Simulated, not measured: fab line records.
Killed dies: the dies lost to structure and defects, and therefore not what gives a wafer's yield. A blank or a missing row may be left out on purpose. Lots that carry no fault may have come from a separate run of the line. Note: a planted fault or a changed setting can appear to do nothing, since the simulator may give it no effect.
fab line records || flow sky130 || part 2 of 2: steps 31 to 38 of 38
record {"lots": 5, "wafers": 15, "last_day": 50}
route steps=708 shown GATE_OXIDE@199 POLY_GATE@204 RES_PROTECT@206
lots with no fault: from the same line, run without faults
start_h: hours from the record's opening day to when the first of the lot's shown wafers began || wait_h: how many hours have passed since the lot's step before this one || " same as the row above || L1.1+2: several wafers, shown together as one row || - no value, or no start given || * or withheld: withheld || < > ~ a bound
route shown NAME@n: a module of which the file shows steps, and the number in the route of the first || usual: mean/standard deviation of fault-free wafers || same: alike in all rows || chamber/n: place in a boat || sites: readings site by site || _std_site: standard deviation across them || _edge_site: outer sites' mean less inner sites' || radius_mm: for every site, how far away it sits from the centre of the wafer || mask NAME#n: copy n || behind: the last tool/chamber to shape the wafer || hold: the reason the lot was held/the length of the hold in hours/how it ended || device: the n, p or np transistor that did not switch || end of line: the same wafers' tests at the end of the route || for a step that has no rows: nothing shown but its recipe || killed: the dies lost at the first sort to structure and to defects; this is not the yield of the wafer || map: the dies of a wafer, with x for killed, . for not killed, _ for no die there
set.NAME: the setting as run; set.NAME@STEP: as run at that earlier step || model.NAME: the simulator's own value behind a step, which no gauge read
lots at some steps of the route; a table a step, a row a wafer
services: a tool's chamber out of use, with start hour (start_h, from the record's first day; less than 0 if before it), hours out, and reason
## steps
# step SKY_POLY_GATE_ETCH_15
# recipe {"chemistry": "N2/H2", "target": "BARC", "ion_energy_ev": 200, "source_w": 500, "bias_w": 100, "pressure_mtorr": 30, "n2_flow_sccm": 100, "h2_flow_sccm": 200, "stop_on": "SiO2", "time_s": 118.5, "target_depth_a": 1100}
# usual {"drypump_motor_current_A": "5.9/0.42", "oes_product_au": "0.716/0.0053", "throttle_valve_pct": "13.212/0.0084"}
{"lot.wafer": "L074.1", "tool": "rie_diel-01", "chamber": 3, "start_h": 362.36, "wait_h": 0.0, "drypump_motor_current_A": 6.5, "oes_product_au": 0.719, "rf_hours_counter_h": 62, "throttle_valve_pct": 13.224}
{"lot.wafer": "L074.3", "tool": "rie_diel-01", "chamber": 2, "start_h": 362.36, "wait_h": 0.0, "drypump_motor_current_A": 5.6, "oes_product_au": 0.715, "rf_hours_counter_h": 20, "throttle_valve_pct": 13.220}
{"lot.wafer": "L074.6", "tool": "rie_diel-01", "chamber": 1, "start_h": 362.36, "wait_h": 0.0, "drypump_motor_current_A": 6.2, "oes_product_au": 0.719, "rf_hours_counter_h": "-", "throttle_valve_pct": 13.204}
{"lot.wafer": "L078.1", "tool": "rie_diel-01", "chamber": 0, "start_h": 395.47, "wait_h": 0.0, "drypump_motor_current_A": 5.8, "oes_product_au": 0.715, "rf_hours_counter_h": 42, "throttle_valve_pct": 13.227}
{"lot.wafer": "L078.2", "tool": "rie_diel-01", "chamber": 2, "start_h": 395.47, "wait_h": 0.0, "drypump_motor_current_A": 5.7, "oes_product_au": 0.709, "rf_hours_counter_h": 21, "throttle_valve_pct": 13.203}
{"lot.wafer": "L078.3", "tool": "rie_diel-01", "chamber": 1, "start_h": 395.47, "wait_h": 0.0, "drypump_motor_current_A": 6.1, "oes_product_au": 0.708, "rf_hours_counter_h": 4, "throttle_valve_pct": 13.215}
{"lot.wafer": "L081.4", "tool": "rie_diel-01", "chamber": 1, "start_h": 436.46, "wait_h": 0.1, "drypump_motor_current_A": 6.2, "oes_product_au": 0.716, "rf_hours_counter_h": "-", "throttle_valve_pct": 13.207}
{"lot.wafer": "L081.5", "tool": "rie_diel-01", "chamber": 3, "start_h": 436.46, "wait_h": 0.1, "drypump_motor_current_A": 6.5, "oes_product_au": 0.718, "rf_hours_counter_h": "-", "throttle_valve_pct": 13.195}
{"lot.wafer": "L081.6", "tool": "rie_diel-01", "chamber": 1, "start_h": 436.46, "wait_h": 0.1, "drypump_motor_current_A": 6.2, "oes_product_au": 0.715, "rf_hours_counter_h": "-", "throttle_valve_pct": 13.210}
{"lot.wafer": "L093.1", "tool": "rie_diel-01", "chamber": 0, "start_h": 532.61, "wait_h": 0.0, "drypump_motor_current_A": 5.8, "oes_product_au": 0.707, "rf_hours_counter_h": 45, "throttle_valve_pct": 13.203}
{"lot.wafer": "L093.4", "tool": "rie_diel-01", "chamber": 2, "start_h": 532.61, "wait_h": 0.0, "drypump_motor_current_A": 5.6, "oes_product_au": 0.714, "rf_hours_counter_h": 21, "throttle_valve_pct": 13.205}
{"lot.wafer": "L093.6", "tool": "rie_diel-01", "chamber": 1, "start_h": 532.61, "wait_h": 0.0, "drypump_motor_current_A": 6.2, "oes_product_au": 0.707, "rf_hours_counter_h": "-", "throttle_valve_pct": 13.206}
{"lot.wafer": "L097.1", "tool": "rie_diel-04", "chamber": 2, "start_h": 565.71, "wait_h": 0.0, "drypump_motor_current_A": 5.9, "oes_product_au": 0.709, "rf_hours_counter_h": 27, "throttle_valve_pct": 13.220}
{"lot.wafer": "L097.4", "tool": "rie_diel-04", "chamber": 1, "start_h": 565.71, "wait_h": 0.0, "drypump_motor_current_A": 5.1, "oes_product_au": 0.722, "rf_hours_counter_h": 2, "throttle_valve_pct": 13.214}
{"lot.wafer": "L097.6", "tool": "rie_diel-04", "chamber": 0, "start_h": 565.71, "wait_h": 0.0, "drypump_motor_current_A": 5.7, "oes_product_au": 0.719, "rf_hours_counter_h": "-", "throttle_valve_pct": 13.208}
# step SKY_POLY_GATE_ETCH_16
# recipe {"stop_on": "poly-Si", "chemistry": "CH3F/O2", "target": "Si3N4", "source_w": 400, "bias_w": 80, "pressure_mtorr": 25, "ch3f_flow_sccm": 40, "O2_flow_sccm": 30, "time_s": 147.5, "target_depth_a": 750}
# usual {"drypump_motor_current_A": "5.8/0.42", "oes_product_au": "0.639/0.0056", "throttle_valve_pct": "10.535/0.0096"}
{"lot.wafer": "L074.1", "tool": "rie_diel-01", "chamber": 3, "start_h": 362.44, "wait_h": 0.0, "drypump_motor_current_A": 6.5, "oes_product_au": 0.646, "rf_hours_counter_h": 62, "throttle_valve_pct": 10.537}
{"lot.wafer": "L074.3", "tool": "rie_diel-01", "chamber": 2, "start_h": 362.44, "wait_h": 0.0, "drypump_motor_current_A": 5.6, "oes_product_au": 0.637, "rf_hours_counter_h": 20, "throttle_valve_pct": 10.527}
{"lot.wafer": "L074.6", "tool": "rie_diel-01", "chamber": 1, "start_h": 362.44, "wait_h": 0.0, "drypump_motor_current_A": 6.1, "oes_product_au": 0.649, "rf_hours_counter_h": "-", "throttle_valve_pct": 10.551}
{"lot.wafer": "L078.1", "tool": "rie_diel-01", "chamber": 0, "start_h": 395.55, "wait_h": 0.0, "drypump_motor_current_A": 5.8, "oes_product_au": 0.638, "rf_hours_counter_h": 42, "throttle_valve_pct": 10.550}
{"lot.wafer": "L078.2", "tool": "rie_diel-01", "chamber": 2, "start_h": 395.55, "wait_h": 0.0, "drypump_motor_current_A": 5.6, "oes_product_au": 0.641, "rf_hours_counter_h": 21, "throttle_valve_pct": 10.527}
{"lot.wafer": "L078.3", "tool": "rie_diel-01", "chamber": 1, "start_h": 395.55, "wait_h": 0.0, "drypump_motor_current_A": 6.1, "oes_product_au": 0.630, "rf_hours_counter_h": 4, "throttle_valve_pct": 10.541}
{"lot.wafer": "L081.4", "tool": "rie_diel-01", "chamber": 1, "start_h": 436.59, "wait_h": 0.1, "drypump_motor_current_A": 6.1, "oes_product_au": 0.643, "rf_hours_counter_h": "-", "throttle_valve_pct": 10.547}
{"lot.wafer": "L081.5", "tool": "rie_diel-01", "chamber": 3, "start_h": 436.59, "wait_h": 0.1, "drypump_motor_current_A": 6.4, "oes_product_au": 0.651, "rf_hours_counter_h": "-", "throttle_valve_pct": 10.546}
{"lot.wafer": "L081.6", "tool": "rie_diel-01", "chamber": 1, "start_h": 436.59, "wait_h": 0.1, "drypump_motor_current_A": 6.1, "oes_product_au": 0.640, "rf_hours_counter_h": "-", "throttle_valve_pct": 10.559}
{"lot.wafer": "L093.1", "tool": "rie_diel-01", "chamber": 0, "start_h": 532.69, "wait_h": 0.0, "drypump_motor_current_A": 5.8, "oes_product_au": 0.637, "rf_hours_counter_h": 45, "throttle_valve_pct": 10.523}
{"lot.wafer": "L093.4", "tool": "rie_diel-01", "chamber": 2, "start_h": 532.69, "wait_h": 0.0, "drypump_motor_current_A": 5.6, "oes_product_au": 0.637, "rf_hours_counter_h": 21, "throttle_valve_pct": 10.527}
{"lot.wafer": "L093.6", "tool": "rie_diel-01", "chamber": 1, "start_h": 532.69, "wait_h": 0.0, "drypump_motor_current_A": 6.2, "oes_product_au": 0.641, "rf_hours_counter_h": "-", "throttle_valve_pct": 10.540}
{"lot.wafer": "L097.1", "tool": "rie_diel-04", "chamber": 2, "start_h": 565.79, "wait_h": 0.0, "drypump_motor_current_A": 5.9, "oes_product_au": 0.647, "rf_hours_counter_h": 27, "throttle_valve_pct": 10.529}
{"lot.wafer": "L097.4", "tool": "rie_diel-04", "chamber": 1, "start_h": 565.79, "wait_h": 0.0, "drypump_motor_current_A": 5.1, "oes_product_au": 0.636, "rf_hours_counter_h": 2, "throttle_valve_pct": 10.529}
{"lot.wafer": "L097.6", "tool": "rie_diel-04", "chamber": 0, "start_h": 565.79, "wait_h": 0.0, "drypump_motor_current_A": 5.7, "oes_product_au": 0.628, "rf_hours_counter_h": "-", "throttle_valve_pct": 10.535}
# step SKY_POLY_GATE_ETCH_17
# recipe {"target_depth_nm": 180, "stop_on": "SiO2", "over_etch_frac": 0.56667, "chemistry": "HBr/Cl2", "target": "poly-Si", "icp_w": 400, "bias_w": 100, "pressure_mtorr": 10, "HBr_flow_sccm": 150, "Cl2_flow_sccm": 50, "time_s": 70.5}
# usual {"drypump_motor_current_A": "5.4/0.42", "oes_product_au": "0.986/0.007", "throttle_valve_pct": "33.684/0.009"}
{"lot.wafer": "L074.1", "tool": "rie_si-02", "chamber": 3, "start_h": 362.54, "wait_h": 0.0, "drypump_motor_current_A": 5.1, "oes_product_au": 0.980, "rf_hours_counter_h": 2, "throttle_valve_pct": 33.682}
{"lot.wafer": "L074.3", "tool": "rie_si-02", "chamber": 1, "start_h": 362.54, "wait_h": 0.0, "drypump_motor_current_A": 4.8, "oes_product_au": 0.997, "rf_hours_counter_h": 0, "throttle_valve_pct": 33.663}
{"lot.wafer": "L074.6", "tool": "rie_si-02", "chamber": 2, "start_h": 362.54, "wait_h": 0.0, "drypump_motor_current_A": 6.0, "oes_product_au": 0.984, "rf_hours_counter_h": "-", "throttle_valve_pct": 33.694}
{"lot.wafer": "L078.1", "tool": "rie_si-01", "chamber": 1, "start_h": 395.65, "wait_h": 0.0, "drypump_motor_current_A": 5.5, "oes_product_au": 0.979, "rf_hours_counter_h": 26, "throttle_valve_pct": 33.690}
{"lot.wafer": "L078.2", "tool": "rie_si-01", "chamber": 0, "start_h": 395.65, "wait_h": 0.0, "drypump_motor_current_A": 5.3, "oes_product_au": 0.988, "rf_hours_counter_h": 47, "throttle_valve_pct": 33.690}
{"lot.wafer": "L078.3", "tool": "rie_si-01", "chamber": 2, "start_h": 395.65, "wait_h": 0.0, "drypump_motor_current_A": 5.1, "oes_product_au": 0.993, "rf_hours_counter_h": 1, "throttle_valve_pct": 33.696}
{"lot.wafer": "L081.4", "tool": "rie_si-01", "chamber": 1, "start_h": 436.69, "wait_h": 0.0, "drypump_motor_current_A": 5.5, "oes_product_au": 0.993, "rf_hours_counter_h": 26, "throttle_valve_pct": 33.686}
{"lot.wafer": "L081.5", "tool": "rie_si-01", "chamber": 1, "start_h": 436.69, "wait_h": 0.0, "drypump_motor_current_A": 5.5, "oes_product_au": 0.983, "rf_hours_counter_h": "-", "throttle_valve_pct": 33.699}
{"lot.wafer": "L081.6", "tool": "rie_si-01", "chamber": 0, "start_h": 436.69, "wait_h": 0.0, "drypump_motor_current_A": 5.3, "oes_product_au": 0.981, "rf_hours_counter_h": "-", "throttle_valve_pct": 33.717}
{"lot.wafer": "L093.1", "tool": "rie_si-01", "chamber": 2, "start_h": 532.79, "wait_h": 0.0, "drypump_motor_current_A": 5.0, "oes_product_au": 0.968, "rf_hours_counter_h": 2, "throttle_valve_pct": 33.677}
{"lot.wafer": "L093.4", "tool": "rie_si-01", "chamber": 1, "start_h": 532.79, "wait_h": 0.0, "drypump_motor_current_A": 5.5, "oes_product_au": 0.988, "rf_hours_counter_h": "-", "throttle_valve_pct": 33.671}
{"lot.wafer": "L093.6", "tool": "rie_si-01", "chamber": 3, "start_h": 532.79, "wait_h": 0.0, "drypump_motor_current_A": 6.0, "oes_product_au": 0.974, "rf_hours_counter_h": "-", "throttle_valve_pct": 33.683}
{"lot.wafer": "L097.1", "tool": "rie_si-01", "chamber": 2, "start_h": 565.89, "wait_h": 0.0, "drypump_motor_current_A": 5.1, "oes_product_au": 0.982, "rf_hours_counter_h": 2, "throttle_valve_pct": 33.688}
{"lot.wafer": "L097.4", "tool": "rie_si-01", "chamber": 0, "start_h": 565.89, "wait_h": 0.0, "drypump_motor_current_A": 5.3, "oes_product_au": 0.970, "rf_hours_counter_h": 0, "throttle_valve_pct": 33.701}
{"lot.wafer": "L097.6", "tool": "rie_si-01", "chamber": 1, "start_h": 565.89, "wait_h": 0.0, "drypump_motor_current_A": 5.5, "oes_product_au": 0.985, "rf_hours_counter_h": "-", "throttle_valve_pct": 33.674}
# step SKY_POLY_GATE_STRIP_18
# recipe {"chemistry": "O2/N2", "power_w": 1400, "pressure_mtorr": 1500, "platen_temp_c": "withheld", "o2_flow_sccm": 3000, "n2_flow_sccm": 300, "overash_fraction": 0.5}
# usual {"drypump_motor_current_A": "5.7/0.4", "oes_product_au": "0.361/0.0042", "strip_time_to_endpoint_s": "3.145/0.022"}
{"lot.wafer": "L074.1", "tool": "plasma_asher-02", "chamber": 1, "start_h": 362.59, "wait_h": 0.0, "drypump_motor_current_A": 5.5, "oes_product_au": 0.364, "rf_hours_counter_h": 63, "strip_time_to_endpoint_s": 3.162}
{"lot.wafer": "L074.3", "tool": "plasma_asher-02", "chamber": 1, "start_h": 362.59, "wait_h": 0.0, "drypump_motor_current_A": 5.5, "oes_product_au": 0.355, "rf_hours_counter_h": "-", "strip_time_to_endpoint_s": 3.140}
{"lot.wafer": "L074.6", "tool": "plasma_asher-02", "chamber": 0, "start_h": 362.59, "wait_h": 0.0, "drypump_motor_current_A": 5.2, "oes_product_au": 0.359, "rf_hours_counter_h": "-", "strip_time_to_endpoint_s": 3.117}
{"lot.wafer": "L078.1", "tool": "plasma_asher-04", "chamber": 0, "start_h": 395.71, "wait_h": 0.0, "drypump_motor_current_A": 6.2, "oes_product_au": 0.358, "rf_hours_counter_h": 58, "strip_time_to_endpoint_s": 3.157}
{"lot.wafer": "L078.2", "tool": "plasma_asher-04", "chamber": 1, "start_h": 395.71, "wait_h": 0.0, "drypump_motor_current_A": 5.2, "oes_product_au": 0.367, "rf_hours_counter_h": 58, "strip_time_to_endpoint_s": 3.135}
{"lot.wafer": "L078.3", "tool": "plasma_asher-04", "chamber": 0, "start_h": 395.71, "wait_h": 0.0, "drypump_motor_current_A": 6.3, "oes_product_au": 0.359, "rf_hours_counter_h": "-", "strip_time_to_endpoint_s": 3.150}
{"lot.wafer": "L081.4", "tool": "plasma_asher-02", "chamber": 0, "start_h": 436.78, "wait_h": 0.1, "drypump_motor_current_A": 5.2, "oes_product_au": 0.361, "rf_hours_counter_h": "-", "strip_time_to_endpoint_s": 3.137}
{"lot.wafer": "L081.5", "tool": "plasma_asher-02", "chamber": 0, "start_h": 436.78, "wait_h": 0.1, "drypump_motor_current_A": 5.2, "oes_product_au": 0.358, "rf_hours_counter_h": "-", "strip_time_to_endpoint_s": 3.134}
{"lot.wafer": "L081.6", "tool": "plasma_asher-02", "chamber": 1, "start_h": 436.78, "wait_h": 0.1, "drypump_motor_current_A": 5.5, "oes_product_au": 0.367, "rf_hours_counter_h": "-", "strip_time_to_endpoint_s": 3.110}
{"lot.wafer": "L093.1", "tool": "plasma_asher-04", "chamber": 0, "start_h": 532.84, "wait_h": 0.0, "drypump_motor_current_A": 6.3, "oes_product_au": 0.362, "rf_hours_counter_h": 70, "strip_time_to_endpoint_s": 3.116}
{"lot.wafer": "L093.4", "tool": "plasma_asher-04", "chamber": 1, "start_h": 532.84, "wait_h": 0.0, "drypump_motor_current_A": 5.2, "oes_product_au": 0.361, "rf_hours_counter_h": "-", "strip_time_to_endpoint_s": 3.098}
{"lot.wafer": "L093.6", "tool": "plasma_asher-04", "chamber": 0, "start_h": 532.84, "wait_h": 0.0, "drypump_motor_current_A": 6.3, "oes_product_au": 0.355, "rf_hours_counter_h": "-", "strip_time_to_endpoint_s": 3.110}
{"lot.wafer": "L097.1", "tool": "plasma_asher-04", "chamber": 1, "start_h": 565.94, "wait_h": 0.0, "drypump_motor_current_A": 5.2, "oes_product_au": 0.361, "rf_hours_counter_h": 73, "strip_time_to_endpoint_s": 3.140}
{"lot.wafer": "L097.4", "tool": "plasma_asher-04", "chamber": 1, "start_h": 565.94, "wait_h": 0.0, "drypump_motor_current_A": 5.2, "oes_product_au": 0.365, "rf_hours_counter_h": "-", "strip_time_to_endpoint_s": 3.112}
{"lot.wafer": "L097.6", "tool": "plasma_asher-04", "chamber": 0, "start_h": 565.94, "wait_h": 0.0, "drypump_motor_current_A": 6.3, "oes_product_au": 0.367, "rf_hours_counter_h": "-", "strip_time_to_endpoint_s": 3.173}
# step SKY_POLY_GATE_CLEAN_19
# recipe {"chemistry": "SC1/SC2", "mix": "1:4:20", "temp_c": 70, "time_s": 150, "dry": "n2_spin"}
# usual {"bath_heat_duty_pct": "13.4/1.4"}
{"lot.wafer": "L074.1", "tool": "wet_bench-02", "chamber": 3, "start_h": 362.69, "wait_h": 0.1, "bath_heat_duty_pct": 12.1}
{"lot.wafer": "L074.3", "tool": "wet_bench-02", "chamber": 3, "start_h": 362.69, "wait_h": 0.1, "bath_heat_duty_pct": 12.0}
{"lot.wafer": "L074.6", "tool": "wet_bench-02", "chamber": 3, "start_h": 362.69, "wait_h": 0.1, "bath_heat_duty_pct": 12.1}
{"lot.wafer": "L078.1", "tool": "wet_bench-02", "chamber": 2, "start_h": 395.81, "wait_h": 0.1, "bath_heat_duty_pct": 12.2}
{"lot.wafer": "L078.2", "tool": "wet_bench-02", "chamber": 2, "start_h": 395.81, "wait_h": 0.1, "bath_heat_duty_pct": 12.0}
{"lot.wafer": "L078.3", "tool": "wet_bench-02", "chamber": 2, "start_h": 395.81, "wait_h": 0.1, "bath_heat_duty_pct": 11.5}
{"lot.wafer": "L081.4", "tool": "wet_bench-02", "chamber": 3, "start_h": 436.85, "wait_h": 0.0, "bath_heat_duty_pct": 11.6}
{"lot.wafer": "L081.5", "tool": "wet_bench-02", "chamber": 3, "start_h": 436.85, "wait_h": 0.0, "bath_heat_duty_pct": 12.4}
{"lot.wafer": "L081.6", "tool": "wet_bench-02", "chamber": 3, "start_h": 436.85, "wait_h": 0.0, "bath_heat_duty_pct": 12.2}
{"lot.wafer": "L093.1", "tool": "wet_bench-02", "chamber": 2, "start_h": 532.94, "wait_h": 0.1, "bath_heat_duty_pct": 12.8}
{"lot.wafer": "L093.4", "tool": "wet_bench-02", "chamber": 2, "start_h": 532.94, "wait_h": 0.1, "bath_heat_duty_pct": 12.1}
{"lot.wafer": "L093.6", "tool": "wet_bench-02", "chamber": 2, "start_h": 532.94, "wait_h": 0.1, "bath_heat_duty_pct": 11.1}
{"lot.wafer": "L097.1", "tool": "wet_bench-01", "chamber": 0, "start_h": 566.04, "wait_h": 0.1, "bath_heat_duty_pct": 12.1}
{"lot.wafer": "L097.4", "tool": "wet_bench-01", "chamber": 0, "start_h": 566.04, "wait_h": 0.1, "bath_heat_duty_pct": 11.8}
{"lot.wafer": "L097.6", "tool": "wet_bench-01", "chamber": 0, "start_h": 566.04, "wait_h": 0.1, "bath_heat_duty_pct": 12.8}
# step SKY_POLY_GATE_OXIDATION_20
# recipe {"temp_c": 850, "ambient": "O2", "stabilise_s": 600, "purge_s": 300, "target_thk_a": 40, "ox_time_s": 899}
# usual {"zone_power_lower_pct": "16.5/0.87"}
{"lot.wafer": "L074.1", "tool": "furnace-01", "chamber": 0, "start_h": 362.81, "wait_h": 0.1, "zone_power_lower_pct": 17.5}
{"lot.wafer": "L074.3", "tool": "furnace-01", "chamber": 0, "start_h": 362.81, "wait_h": 0.1, "zone_power_lower_pct": 17.5}
{"lot.wafer": "L074.6", "tool": "furnace-01", "chamber": 0, "start_h": 362.81, "wait_h": 0.1, "zone_power_lower_pct": 17.4}
{"lot.wafer": "L078.1", "tool": "furnace-01", "chamber": 0, "start_h": 396.47, "wait_h": 0.6, "zone_power_lower_pct": 17.2}
{"lot.wafer": "L078.2", "tool": "furnace-01", "chamber": 0, "start_h": 396.47, "wait_h": 0.6, "zone_power_lower_pct": 17.5}
{"lot.wafer": "L078.3", "tool": "furnace-01", "chamber": 0, "start_h": 396.47, "wait_h": 0.6, "zone_power_lower_pct": 17.2}
{"lot.wafer": "L081.4", "tool": "furnace-01", "chamber": 0, "start_h": 437.75, "wait_h": 0.9, "zone_power_lower_pct": 17.3}
{"lot.wafer": "L081.5", "tool": "furnace-01", "chamber": 0, "start_h": 437.75, "wait_h": 0.9, "zone_power_lower_pct": 17.3}
{"lot.wafer": "L081.6", "tool": "furnace-01", "chamber": 0, "start_h": 437.75, "wait_h": 0.9, "zone_power_lower_pct": 17.6}
{"lot.wafer": "L093.1", "tool": "furnace-02", "chamber": 0, "start_h": 533.42, "wait_h": 0.4, "zone_power_lower_pct": 15.7}
{"lot.wafer": "L093.4", "tool": "furnace-02", "chamber": 0, "start_h": 533.42, "wait_h": 0.4, "zone_power_lower_pct": 15.7}
{"lot.wafer": "L093.6", "tool": "furnace-02", "chamber": 0, "start_h": 533.42, "wait_h": 0.4, "zone_power_lower_pct": 15.8}
{"lot.wafer": "L097.1", "tool": "furnace-01", "chamber": 0, "start_h": 566.09, "wait_h": 0.0, "zone_power_lower_pct": 17.4}
{"lot.wafer": "L097.4", "tool": "furnace-01", "chamber": 0, "start_h": 566.09, "wait_h": 0.0, "zone_power_lower_pct": 17.2}
{"lot.wafer": "L097.6", "tool": "furnace-01", "chamber": 0, "start_h": 566.09, "wait_h": 0.0, "zone_power_lower_pct": 17.8}
# step SKY_POLY_GATE_THK_MEAS_21
# recipe {"reads": "SiO2_of_POLY_GATE_OXIDATION_20"}
# usual {"POLY_GATE_OXIDATION_THK": "4.01/0.083"}
{"lot.wafer": "L074.1", "tool": "film_metro-02", "chamber": "-", "start_h": 364.05, "wait_h": 0.0, "POLY_GATE_OXIDATION_THK[nm]": 3.90}
{"lot.wafer": "L074.3", "tool": "film_metro-02", "chamber": "-", "start_h": 364.05, "wait_h": 0.0, "POLY_GATE_OXIDATION_THK[nm]": 3.93}
{"lot.wafer": "L074.6", "tool": "film_metro-02", "chamber": "-", "start_h": 364.05, "wait_h": 0.0, "POLY_GATE_OXIDATION_THK[nm]": 3.96}
{"lot.wafer": "L078.1", "tool": "film_metro-02", "chamber": "-", "start_h": 397.72, "wait_h": 0.0, "POLY_GATE_OXIDATION_THK[nm]": 3.97}
{"lot.wafer": "L078.2", "tool": "film_metro-02", "chamber": "-", "start_h": 397.72, "wait_h": 0.0, "POLY_GATE_OXIDATION_THK[nm]": 3.93}
{"lot.wafer": "L078.3", "tool": "film_metro-02", "chamber": "-", "start_h": 397.72, "wait_h": 0.0, "POLY_GATE_OXIDATION_THK[nm]": 3.99}
{"lot.wafer": "L081.4", "tool": "film_metro-04", "chamber": "-", "start_h": 439.03, "wait_h": 0.0, "POLY_GATE_OXIDATION_THK[nm]": 4.07}
{"lot.wafer": "L081.5", "tool": "film_metro-04", "chamber": "-", "start_h": 439.03, "wait_h": 0.0, "POLY_GATE_OXIDATION_THK[nm]": 4.00}
{"lot.wafer": "L081.6", "tool": "film_metro-04", "chamber": "-", "start_h": 439.03, "wait_h": 0.0, "POLY_GATE_OXIDATION_THK[nm]": 4.08}
{"lot.wafer": "L093.1", "tool": "film_metro-01", "chamber": "-", "start_h": 534.67, "wait_h": 0.0, "POLY_GATE_OXIDATION_THK[nm]": 3.91}
{"lot.wafer": "L093.4", "tool": "film_metro-01", "chamber": "-", "start_h": 534.67, "wait_h": 0.0, "POLY_GATE_OXIDATION_THK[nm]": 3.82}
{"lot.wafer": "L093.6", "tool": "film_metro-01", "chamber": "-", "start_h": 534.67, "wait_h": 0.0, "POLY_GATE_OXIDATION_THK[nm]": 3.82}
{"lot.wafer": "L097.1", "tool": "film_metro-02", "chamber": "-", "start_h": 567.34, "wait_h": 0.0, "POLY_GATE_OXIDATION_THK[nm]": 3.93}
{"lot.wafer": "L097.4", "tool": "film_metro-02", "chamber": "-", "start_h": 567.34, "wait_h": 0.0, "POLY_GATE_OXIDATION_THK[nm]": 3.86}
{"lot.wafer": "L097.6", "tool": "film_metro-02", "chamber": "-", "start_h": 567.34, "wait_h": 0.0, "POLY_GATE_OXIDATION_THK[nm]": 3.88}
# step SKY_POLY_GATE_CD_MEAS_22
# usual {"cd_nm": "149.7/1.4"}
{"lot.wafer": "L074.1", "tool": "cd_sem-02", "chamber": "-", "start_h": 364.11, "wait_h": 0.1, "cd_nm": 152.7}
{"lot.wafer": "L074.3", "tool": "cd_sem-02", "chamber": "-", "start_h": 364.11, "wait_h": 0.1, "cd_nm": 148.7}
{"lot.wafer": "L074.6", "tool": "cd_sem-02", "chamber": "-", "start_h": 364.11, "wait_h": 0.1, "cd_nm": 148.4}
{"lot.wafer": "L078.1", "tool": "cd_sem-01", "chamber": "-", "start_h": 397.78, "wait_h": 0.1, "cd_nm": 148.2}
{"lot.wafer": "L078.2", "tool": "cd_sem-01", "chamber": "-", "start_h": 397.78, "wait_h": 0.1, "cd_nm": 152.0}
{"lot.wafer": "L078.3", "tool": "cd_sem-01", "chamber": "-", "start_h": 397.78, "wait_h": 0.1, "cd_nm": 149.8}
{"lot.wafer": "L081.4", "tool": "cd_sem-01", "chamber": "-", "start_h": 439.15, "wait_h": 0.1, "cd_nm": 150.5}
{"lot.wafer": "L081.5", "tool": "cd_sem-01", "chamber": "-", "start_h": 439.15, "wait_h": 0.1, "cd_nm": 150.7}
{"lot.wafer": "L081.6", "tool": "cd_sem-01", "chamber": "-", "start_h": 439.15, "wait_h": 0.1, "cd_nm": 151.8}
{"lot.wafer": "L093.1", "tool": "cd_sem-02", "chamber": "-", "start_h": 534.73, "wait_h": 0.1, "cd_nm": 149.2}
{"lot.wafer": "L093.4", "tool": "cd_sem-02", "chamber": "-", "start_h": 534.73, "wait_h": 0.1, "cd_nm": 151.1}
{"lot.wafer": "L093.6", "tool": "cd_sem-02", "chamber": "-", "start_h": 534.73, "wait_h": 0.1, "cd_nm": 149.7}
{"lot.wafer": "L097.1", "tool": "cd_sem-01", "chamber": "-", "start_h": 567.40, "wait_h": 0.1, "cd_nm": 151.1}
{"lot.wafer": "L097.4", "tool": "cd_sem-01", "chamber": "-", "start_h": 567.40, "wait_h": 0.1, "cd_nm": 149.8}
{"lot.wafer": "L097.6", "tool": "cd_sem-01", "chamber": "-", "start_h": 567.40, "wait_h": 0.1, "cd_nm": 149.8}
## services
{"tool": "wet_bench-01", "chamber": "-", "start_h": 290.30, "hours": 1.0, "kind": "repair"}
{"tool": "lpcvd-02", "chamber": "-", "start_h": 291.67, "hours": 17.2, "kind": "pm"}
{"tool": "iline_stepper-01", "chamber": "-", "start_h": 293.51, "hours": 4.6, "kind": "repair"}
{"tool": "iline_stepper-01", "chamber": "-", "start_h": 294.10, "hours": 1.0, "kind": "repair"}
{"tool": "implanter-04", "chamber": "-", "start_h": 301.44, "hours": 1.8, "kind": "repair"}
{"tool": "iline_stepper-01", "chamber": "-", "start_h": 305.13, "hours": 0.7, "kind": "repair"}
{"tool": "implanter-04", "chamber": "-", "start_h": 307.50, "hours": 2.7, "kind": "repair"}
{"tool": "implanter-04", "chamber": "-", "start_h": 316.35, "hours": 9.9, "kind": "repair"}
{"tool": "rie_diel-01", "chamber": 2, "start_h": 327.42, "hours": 5.2, "kind": "repair"}
{"tool": "furnace-01", "chamber": "-", "start_h": 329.82, "hours": 2.3, "kind": "repair"}
{"tool": "rie_si-01", "chamber": 2, "start_h": 345.03, "hours": 1.6, "kind": "repair"}
{"tool": "furnace-01", "chamber": "-", "start_h": 376.62, "hours": 2.7, "kind": "pm"}
{"tool": "rie_diel-01", "chamber": 1, "start_h": 379.43, "hours": 2.1, "kind": "repair"}
{"tool": "furnace-01", "chamber": "-", "start_h": 383.71, "hours": 4.3, "kind": "pm"}
{"tool": "rie_diel-01", "chamber": 2, "start_h": 406.44, "hours": 125.2, "kind": "repair"}
{"tool": "plasma_asher-02", "chamber": "-", "start_h": 421.26, "hours": 9.0, "kind": "pm"}
{"tool": "plasma_asher-04", "chamber": "-", "start_h": 421.64, "hours": 14.6, "kind": "pm"}
{"tool": "lpcvd-01", "chamber": "-", "start_h": 426.16, "hours": 14.6, "kind": "pm"}
{"tool": "rie_diel-01", "chamber": 0, "start_h": 428.95, "hours": 7.7, "kind": "repair"}
{"tool": "plasma_asher-02", "chamber": "-", "start_h": 442.70, "hours": 0.5, "kind": "repair"}
{"tool": "furnace-01", "chamber": "-", "start_h": 471.27, "hours": 3.8, "kind": "pm"}
{"tool": "furnace-01", "chamber": "-", "start_h": 505.70, "hours": 15.3, "kind": "pm"}
{"tool": "furnace-01", "chamber": "-", "start_h": 545.89, "hours": 2.9, "kind": "pm"}
{"tool": "rie_diel-01", "chamber": 3, "start_h": 561.73, "hours": 67.4, "kind": "repair"}
